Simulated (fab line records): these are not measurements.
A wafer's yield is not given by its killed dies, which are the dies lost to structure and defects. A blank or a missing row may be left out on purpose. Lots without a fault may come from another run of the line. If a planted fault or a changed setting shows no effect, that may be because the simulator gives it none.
fab line records | flow gf180mcu
[record] lots = 11 | wafers = 33 | last-day = 34
route steps=602 shown V1@357 M2@379 V2@386
lots with no fault: from the same line, run without faults
start-h: the number of hours between the record's first day and the start of the first shown wafer of the lot | wait-h: hours from the lot's prior step to this one | " same as the row above | L1.1+2: a row that stands for several wafers | - no value, or no start given | * or withheld: withheld | < > ~ a bound
route shown NAME@n: NAME is a module with steps in the file, n the number in the route of the first one | usual: mean/standard deviation taken from wafers without a fault | same: alike in all rows | chamber/n: place in a boat | sites: the reading at each site | _std_site: the standard deviation of these | _edge_site: mean of outer sites minus mean of inner sites | radius-mm: for every site, how far away it sits from the centre of the wafer | mask NAME#n: copy n | behind: the last tool/chamber to shape the wafer | hold: reason for holding the lot/hours on hold/outcome of the hold | device: which transistor (n, p or np) failed to switch | end of line: the route-end tests of the same wafers | for a step that has no rows: nothing shown but its recipe | killed: not the wafer's yield, but the dies lost to structure and defects at the first sort | map: a wafer's dies, x killed, . not, _ none there
set.NAME: the setting as run; set.NAME@STEP: as run at that earlier step | model.NAME: the simulator's own value behind a step, which no gauge read
one table for each step of the route and one row for each wafer, over a sample of lots
services: when a tool's chamber went out of use (start-h, in hours from the record's first day, below 0 if earlier), for how many hours, and the reason
[[steps]]
[step GF_V1_SPUTTER_22]
[recipe] material = TiN | target-thk-nm = 10 | chamber-pressure-pa = 5 | power-w = 4000 | time-s = 40
[usual] chamber-pressure-pa = 5.000/0.01 | throttle-valve-pct = 29.9/1
lot.wafer | tool           | chamber | start-h | wait-h | chamber-pressure-pa | throttle-valve-pct
L987.2    | pvd-sputter-01 | -       | 409.11  | 0.0    | 4.987               | 28.1
L987.4    | "              | -       | "       | "      | 4.998               | 29.8
L987.6    | "              | -       | "       | "      | 5.009               | 29.7
L988.1    | pvd-sputter-04 | -       | 417.28  | 0.0    | 4.987               | 30.4
L988.2    | "              | -       | "       | "      | 5.000               | 28.4
L988.5    | "              | -       | "       | "      | 4.986               | 30.6
L989.2    | pvd-sputter-01 | -       | 429.88  | 0.0    | 5.012               | 28.1
L989.5    | "              | -       | "       | "      | 5.007               | 30.1
L989.6    | "              | -       | "       | "      | 5.004               | 28.2
L990.2    | pvd-sputter-03 | -       | 440.04  | 0.0    | 4.998               | 30.5
L990.3    | "              | -       | "       | "      | 4.998               | 29.6
L990.6    | "              | -       | "       | "      | 5.001               | 29.6
L994.1    | pvd-sputter-01 | -       | 479.73  | 0.0    | 5.002               | 29.5
L994.4    | "              | -       | "       | "      | 4.997               | 29.9
L994.6    | "              | -       | "       | "      | 5.012               | 30.0
L101.2    | pvd-sputter-01 | -       | 538.89  | 0.0    | 5.007               | 30.1
L101.4    | "              | -       | "       | "      | 4.976               | 30.7
L101.6    | "              | -       | "       | "      | 5.004               | 30.0
L103.2    | pvd-sputter-04 | -       | 552.33  | 0.0    | 4.998               | 30.3
L103.4    | "              | -       | "       | "      | 5.007               | 28.5
L103.5    | "              | -       | "       | "      | 5.005               | 28.6
L106.1    | pvd-sputter-04 | -       | 573.48  | 0.0    | 5.017               | 30.1
L106.4    | "              | -       | "       | "      | 5.001               | 31.8
L106.5    | "              | -       | "       | "      | 4.994               | 28.4
L108.1    | pvd-sputter-01 | -       | 591.15  | 0.0    | 4.994               | 29.6
L108.3    | "              | -       | "       | "      | 4.984               | 28.3
L108.6    | "              | -       | "       | "      | 5.002               | 28.5
L109.3    | pvd-sputter-01 | -       | 595.65  | 0.0    | 5.021               | 29.7
L109.4    | "              | -       | "       | "      | 4.996               | 30.5
L109.5    | "              | -       | "       | "      | 4.998               | 29.9
L110.1    | pvd-sputter-01 | -       | 608.29  | 0.0    | 5.005               | 28.2
L110.2    | "              | -       | "       | "      | 5.004               | 30.3
L110.4    | "              | -       | "       | "      | 4.996               | 30.3
[step GF_M2_STRIP_17]
[recipe] chemistry = O2/N2 | power-w = 1400 | pressure-mtorr = 1500 | platen-temp-c = 250 | o2-flow-sccm = 3000 | n2-flow-sccm = 300 | overash-fraction = 0.5
[usual] drypump-motor-current-A = 5.9/0.42 | heater-power-w = 343/41 | oes-product-au = 0.559/0.0052 | strip-time-to-endpoint-s = 7.90/0.055
lot.wafer | tool            | chamber | start-h | wait-h | drypump-motor-current-A | heater-power-w | oes-product-au | rf-hours-counter-h | strip-time-to-endpoint-s
L987.2    | plasma-asher-03 | 1       | 434.71  | 0.1    | 5.2                     | 288            | 0.555          | 65                 | 7.90
L987.4    | "               | 0       | "       | "      | 6.4                     | 329            | 0.562          | -                  | 7.91
L987.6    | "               | 1       | "       | "      | 5.2                     | 284            | 0.556          | -                  | 7.84
L988.1    | plasma-asher-03 | 0       | 442.88  | 0.2    | 6.4                     | 325            | 0.557          | 66                 | 7.91
L988.2    | "               | 1       | "       | "      | 5.2                     | 287            | 0.569          | 66                 | 7.93
L988.5    | "               | 1       | "       | "      | 5.2                     | 283            | 0.563          | -                  | 7.95
L989.2    | plasma-asher-02 | 0       | 455.57  | 0.1    | 5.8                     | 349            | 0.558          | 33                 | 7.91
L989.5    | "               | 1       | "       | "      | 6.3                     | 404            | 0.556          | -                  | 7.81
L989.6    | "               | 0       | "       | "      | 5.8                     | 348            | 0.566          | -                  | 7.93
L990.2    | plasma-asher-02 | 1       | 465.32  | 0.1    | 6.3                     | 414            | 0.552          | 34                 | 7.85
L990.3    | "               | 0       | "       | "      | 5.8                     | 349            | 0.557          | -                  | 7.91
L990.6    | "               | 1       | "       | "      | 6.3                     | 418            | 0.550          | -                  | 7.82
L994.1    | plasma-asher-01 | 0       | 503.97  | 0.1    | 5.6                     | 347            | 0.558          | 8                  | 7.91
L994.4    | "               | 0       | "       | "      | 5.6                     | 349            | 0.565          | -                  | 7.88
L994.6    | "               | 1       | "       | "      | 5.9                     | 349            | 0.551          | -                  | 7.94
L101.2    | plasma-asher-03 | 1       | 562.62  | 0.1    | 5.2                     | 282            | 0.569          | 79                 | 7.93
L101.4    | "               | 0       | "       | "      | 6.4                     | 322            | 0.563          | -                  | 7.98
L101.6    | "               | 1       | "       | "      | 5.2                     | 278            | 0.557          | -                  | 7.91
L103.2    | plasma-asher-03 | 1       | 574.77  | 0.1    | 5.2                     | 292            | 0.565          | 80                 | 7.99
L103.4    | "               | 1       | "       | "      | 5.2                     | 289            | 0.561          | -                  | 7.97
L103.5    | "               | 1       | "       | "      | 5.2                     | 287            | 0.559          | -                  | 7.86
L106.1    | plasma-asher-02 | 1       | 595.87  | 0.1    | 6.3                     | 419            | 0.555          | 48                 | 7.87
L106.4    | "               | 1       | "       | "      | 6.3                     | 408            | 0.554          | -                  | 7.89
L106.5    | "               | 1       | "       | "      | 6.3                     | 422            | 0.557          | -                  | 7.89
L108.1    | plasma-asher-02 | 0       | 612.47  | 0.1    | 5.8                     | 359            | 0.564          | 50                 | 8.00
L108.3    | "               | 1       | "       | "      | 6.3                     | 419            | 0.565          | -                  | 7.89
L108.6    | "               | 0       | "       | "      | 5.8                     | 349            | 0.559          | -                  | 7.98
L109.3    | plasma-asher-02 | 1       | 617.30  | 0.1    | 6.3                     | 425            | 0.569          | -                  | 7.98
L109.4    | "               | 0       | "       | "      | 5.8                     | 358            | 0.559          | -                  | 7.89
L109.5    | "               | 0       | "       | "      | 5.8                     | 351            | 0.559          | -                  | 7.90
L110.1    | plasma-asher-03 | 1       | 629.25  | 0.1    | 5.2                     | 289            | 0.547          | 86                 | 7.86
L110.2    | "               | 0       | "       | "      | 6.4                     | 319            | 0.563          | 86                 | 7.94
L110.4    | "               | 1       | "       | "      | 5.2                     | 283            | 0.568          | -                  | 7.95
[step GF_V2_CMP_04]
[recipe] material = SiO2 | down-force-psi = 4 | platen-rpm = 60 | pad-velocity-m-s = 0.94248
[usual] motor-current-A = 12.2/1.2 | slurry-filter-dp-kPa = 13.50/0.13 | time-to-endpoint-s = 78/5.6
lot.wafer | tool   | chamber | start-h | wait-h | motor-current-A | slurry-filter-dp-kPa | time-to-endpoint-s
L987.2    | cmp-01 | 3       | 435.58  | 0.1    | 11.2            | 13.39                | 73
L987.4    | "      | 0       | "       | "      | 12.2            | 13.62                | 87
L987.6    | "      | 3       | "       | "      | 12.0            | 13.51                | 76
L988.2    | cmp-02 | 3       | 443.73  | 0.1    | 15.2            | 13.58                | 80
L988.1    | "      | 0       | "       | "      | 12.5            | 13.42                | 80
L988.5    | "      | 2       | "       | "      | 11.3            | 13.59                | 89
L989.2    | cmp-01 | 0       | 456.90  | 0.1    | 11.5            | 13.48                | 82
L989.5    | "      | 2       | "       | "      | 11.2            | 13.64                | 74
L989.6    | "      | 3       | "       | "      | 10.7            | 13.66                | 82
L990.2    | cmp-02 | 1       | 466.24  | 0.1    | 13.6            | 13.48                | 71
L990.3    | "      | 2       | "       | "      | 11.7            | 13.64                | 76
L990.6    | "      | 3       | "       | "      | 16.5            | 13.53                | 90
L994.1    | cmp-02 | 3       | 504.90  | 0.1    | 15.0            | 13.38                | 81
L994.4    | "      | 1       | "       | "      | 12.3            | 13.66                | 84
L994.6    | "      | 3       | "       | "      | 14.7            | 13.60                | 103
L101.2    | cmp-01 | 1       | 563.45  | 0.0    | 12.4            | 13.59                | 72
L101.4    | "      | 2       | "       | "      | 11.8            | 13.63                | 73
L101.6    | "      | 2       | "       | "      | 11.5            | 13.43                | 80
L103.2    | cmp-01 | 1       | 575.67  | 0.1    | 12.0            | 13.71                | 70
L103.4    | "      | 2       | "       | "      | 11.1            | 13.32                | 79
L103.5    | "      | 3       | "       | "      | 12.2            | 13.21                | 84
L106.1    | cmp-02 | 0       | 596.77  | 0.1    | 12.5            | 13.27                | 74
L106.4    | "      | 1       | "       | "      | 13.1            | 13.38                | 77
L106.5    | "      | 2       | "       | "      | 12.8            | 13.42                | 82
L108.3    | cmp-01 | 2       | 613.28  | 0.0    | 11.3            | 13.63                | 71
L108.1    | "      | 0       | "       | "      | 11.6            | 13.46                | 84
L108.6    | "      | 3       | "       | "      | 12.2            | 13.54                | 78
L109.4    | cmp-01 | 1       | 618.14  | 0.1    | 11.6            | 13.51                | 73
L109.3    | "      | 3       | "       | "      | 11.7            | 13.49                | 75
L109.5    | "      | 0       | "       | "      | 11.7            | 13.50                | 79
L110.1    | cmp-02 | 2       | 630.05  | 0.1    | 11.3            | 13.51                | 75
L110.4    | "      | 3       | "       | "      | 16.0            | 13.71                | 93
L110.2    | "      | 1       | "       | "      | 13.0            | 13.59                | 79
[step GF_V2_BOW_MEAS_05]
[recipe] mode = bow
[usual] V2_BOW = 101/7.9
lot.wafer | tool          | chamber | start-h | wait-h | hold                     | V2_BOW[um]
L987.2    | film-metro-04 | -       | 435.85  | 0.2    | -                        | 108
L987.4    | "             | -       | "       | "      | -                        | 110
L987.6    | "             | -       | "       | "      | -                        | 117
L988.1    | film-metro-03 | -       | 443.98  | 0.1    | -                        | 101
L988.2    | "             | -       | "       | "      | -                        | 109
L988.5    | "             | -       | "       | "      | -                        | 107
L989.2    | film-metro-03 | -       | 457.12  | 0.2    | -                        | 105
L989.5    | "             | -       | "       | "      | -                        | 95
L989.6    | "             | -       | "       | "      | -                        | 107
L990.2    | film-metro-03 | -       | 466.46  | 0.2    | -                        | 105
L990.3    | "             | -       | "       | "      | -                        | 100
L990.6    | "             | -       | "       | "      | -                        | 90
L994.1    | film-metro-01 | -       | 505.15  | 0.2    | await-dispo/0.2h/release | 102
L994.4    | "             | -       | "       | "      | await-dispo/0.2h/release | 100
L994.6    | "             | -       | "       | "      | await-dispo/0.2h/release | 101
L994.1    | film-metro-01 | -       | 505.44  | 0.3    | -                        | -
L994.4    | "             | -       | "       | "      | -                        | -
L994.6    | "             | -       | "       | "      | -                        | -
L101.2    | film-metro-03 | -       | 563.77  | 0.3    | -                        | 89
L101.4    | "             | -       | "       | "      | -                        | 97
L101.6    | "             | -       | "       | "      | -                        | 88
L103.2    | film-metro-03 | -       | 575.89  | 0.2    | -                        | 101
L103.4    | "             | -       | "       | "      | -                        | 109
L103.5    | "             | -       | "       | "      | -                        | 107
L106.1    | film-metro-03 | -       | 596.97  | 0.1    | -                        | 91
L106.4    | "             | -       | "       | "      | -                        | 100
L106.5    | "             | -       | "       | "      | -                        | 100
L108.1    | film-metro-01 | -       | 613.58  | 0.1    | -                        | 91
L108.3    | "             | -       | "       | "      | -                        | 95
L108.6    | "             | -       | "       | "      | -                        | 100
L109.3    | film-metro-04 | -       | 618.43  | 0.1    | -                        | 86
L109.4    | "             | -       | "       | "      | -                        | 105
L109.5    | "             | -       | "       | "      | -                        | 97
L110.1    | film-metro-04 | -       | 630.35  | 0.2    | -                        | 109
L110.2    | "             | -       | "       | "      | -                        | 109
L110.4    | "             | -       | "       | "      | -                        | 108
[step GF_V2_CD_MEAS_14]
[recipe] target-cd-nm = 260
[usual] cd-nm = 260.1/1.4
lot.wafer | tool      | chamber | start-h | wait-h | cd-nm
L987.2    | cd-sem-01 | -       | 460.57  | 0.1    | 259.8
L987.4    | "         | -       | "       | "      | 259.9
L987.6    | "         | -       | "       | "      | 260.9
L988.1    | cd-sem-01 | -       | 468.10  | 0.1    | 263.1
L988.2    | "         | -       | "       | "      | 261.4
L988.5    | "         | -       | "       | "      | 260.9
L989.2    | cd-sem-01 | -       | 480.76  | 0.1    | 260.0
L989.5    | "         | -       | "       | "      | 259.6
L989.6    | "         | -       | "       | "      | 260.4
L990.2    | cd-sem-01 | -       | 490.03  | 0.1    | 260.9
L990.3    | "         | -       | "       | "      | 259.6
L990.6    | "         | -       | "       | "      | 260.5
L994.1    | cd-sem-01 | -       | 528.15  | 0.1    | 261.4
L994.4    | "         | -       | "       | "      | 261.3
L994.6    | "         | -       | "       | "      | 261.6
L101.2    | cd-sem-02 | -       | 585.48  | 0.1    | 258.6
L101.4    | "         | -       | "       | "      | 260.7
L101.6    | "         | -       | "       | "      | 260.4
L103.2    | cd-sem-01 | -       | 597.02  | 0.1    | 261.0
L103.4    | "         | -       | "       | "      | 260.6
L103.5    | "         | -       | "       | "      | 259.5
L106.1    | cd-sem-01 | -       | 617.99  | 0.1    | 258.0
L106.4    | "         | -       | "       | "      | 257.5
L106.5    | "         | -       | "       | "      | 258.7
L108.1    | cd-sem-02 | -       | 634.10  | 0.1    | 263.4
L108.3    | "         | -       | "       | "      | 262.0
L108.6    | "         | -       | "       | "      | 262.3
L109.3    | cd-sem-01 | -       | 638.79  | 0.1    | 260.3
L109.4    | "         | -       | "       | "      | 260.7
L109.5    | "         | -       | "       | "      | 260.8
L110.1    | cd-sem-02 | -       | 649.80  | 0.1    | 260.1
L110.2    | "         | -       | "       | "      | 262.2
L110.4    | "         | -       | "       | "      | 260.7
[step GF_V2_ETCH_17]
[recipe] chemistry = C4F8/O2/Ar | mask-material = KrF | target = SiO2 | stop-on = TiN | source-w = 1500 | bias-w = 1200 | pressure-mtorr = 40 | c4f8-flow-sccm = withheld | O2_flow_sccm = 6 | Ar_flow_sccm = 300 | time-s = withheld | target-depth-a = 6300
[usual] oes-product-au = 0.856/0.0044
lot.wafer | tool        | chamber | start-h | wait-h | oes-product-au
L987.2    | rie-diel-02 | 0       | -       | -      | 0.855
L987.4    | "           | 3       | "       | "      | 0.855
L987.6    | "           | 0       | "       | "      | 0.858
L988.1    | rie-diel-02 | 3       | -       | -      | 0.862
L988.2    | "           | 1       | "       | "      | 0.858
L988.5    | "           | 0       | "       | "      | 0.851
L989.2    | rie-diel-04 | 0       | -       | -      | 0.861
L989.5    | "           | 1       | "       | "      | 0.857
L989.6    | "           | 0       | "       | "      | 0.849
L990.2    | rie-diel-04 | 2       | -       | -      | 0.869
L990.3    | "           | 1       | "       | "      | 0.859
L990.6    | "           | 1       | "       | "      | 0.855
L994.1    | rie-diel-01 | 0       | -       | -      | 0.860
L994.4    | "           | 2       | "       | "      | 0.858
L994.6    | "           | 0       | "       | "      | 0.919
L101.2    | rie-diel-02 | 3       | -       | -      | 0.855
L101.4    | "           | 0       | "       | "      | 0.851
L101.6    | "           | 3       | "       | "      | 0.858
L103.2    | rie-diel-01 | 2       | -       | -      | 0.859
L103.4    | "           | 0       | "       | "      | 0.851
L103.5    | "           | 2       | "       | "      | 0.854
L106.1    | rie-diel-02 | 0       | -       | -      | 0.852
L106.4    | "           | 2       | "       | "      | 0.856
L106.5    | "           | 3       | "       | "      | 0.851
L108.1    | rie-diel-04 | 1       | -       | -      | 0.858
L108.3    | "           | 3       | "       | "      | 0.858
L108.6    | "           | 3       | "       | "      | 0.855
L109.3    | rie-diel-04 | 1       | -       | -      | 0.859
L109.4    | "           | 2       | "       | "      | 0.861
L109.5    | "           | 2       | "       | "      | 0.856
L110.1    | rie-diel-04 | 3       | -       | -      | 0.852
L110.2    | "           | 0       | "       | "      | 0.854
L110.4    | "           | 1       | "       | "      | 0.862
[[services]]
tool            | chamber | start-h | hours | kind
cmp-02          | -       | 389.56  | 6.0   | pm
cmp-01          | -       | 410.53  | 4.0   | pm
cmp-01          | -       | 418.77  | 0.4   | repair
plasma-asher-02 | -       | 428.39  | 2.3   | repair
rie-diel-04     | 1       | 434.49  | 13.8  | repair
rie-diel-04     | -       | 454.65  | 0.8   | repair
rie-diel-04     | -       | 463.21  | 4.0   | pm
cmp-01          | -       | 478.38  | 0.2   | repair
cmp-01          | -       | 481.09  | 0.7   | repair
plasma-asher-02 | -       | 481.29  | 0.5   | repair
pvd-sputter-01  | -       | 494.22  | 2.5   | repair
rie-diel-04     | 0       | 511.13  | 2.4   | repair
plasma-asher-02 | -       | 521.52  | 4.3   | pm
cmp-02          | -       | 527.63  | 0.4   | repair
rie-diel-04     | 3       | 535.90  | 2.5   | repair
cmp-01          | -       | 546.60  | 1.9   | repair
cmp-02          | -       | 572.00  | 4.0   | pm
cmp-02          | -       | 597.70  | 0.7   | repair
rie-diel-04     | 1       | 603.69  | 3.9   | repair
cmp-02          | -       | 621.43  | 0.7   | repair
cmp-02          | -       | 621.44  | 0.7   | repair
pvd-sputter-01  | -       | 625.71  | 1.8   | repair
cmp-01          | -       | 636.80  | 0.5   | repair
rie-diel-04     | 2       | 641.43  | 14.1  | repair
[[key]]
[first-sign] step = GF_V2_CMP_04 | reading = time-to-endpoint-s | direction = up | sigmas = 4.6 | usual = * | struck = *
[effect] step = GF_V2_BOW_MEAS_05 | reading = visit | direction = added
[effect] step = GF_V2_ETCH_17 | reading = oes-product-au | direction = up | sigmas = 14 | usual = 0.856 | struck = 0.919
met-at GF_V2_CMP_04
struck-lots L994
struck-wafers L994.6
not-acting-at GF_V1_SPUTTER_22,GF_M2_STRIP_17,GF_V2_CD_MEAS_14
onset-between 466.24 504.90
[fault] kind = process-parameter-drift | tool = cmp-02 | chamber = - | onset-h = 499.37 | steps = GF_V2_CMP_04 | channel = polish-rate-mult | offset = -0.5 | shape = step | end-h = 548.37 | scope = struck-wafers-only
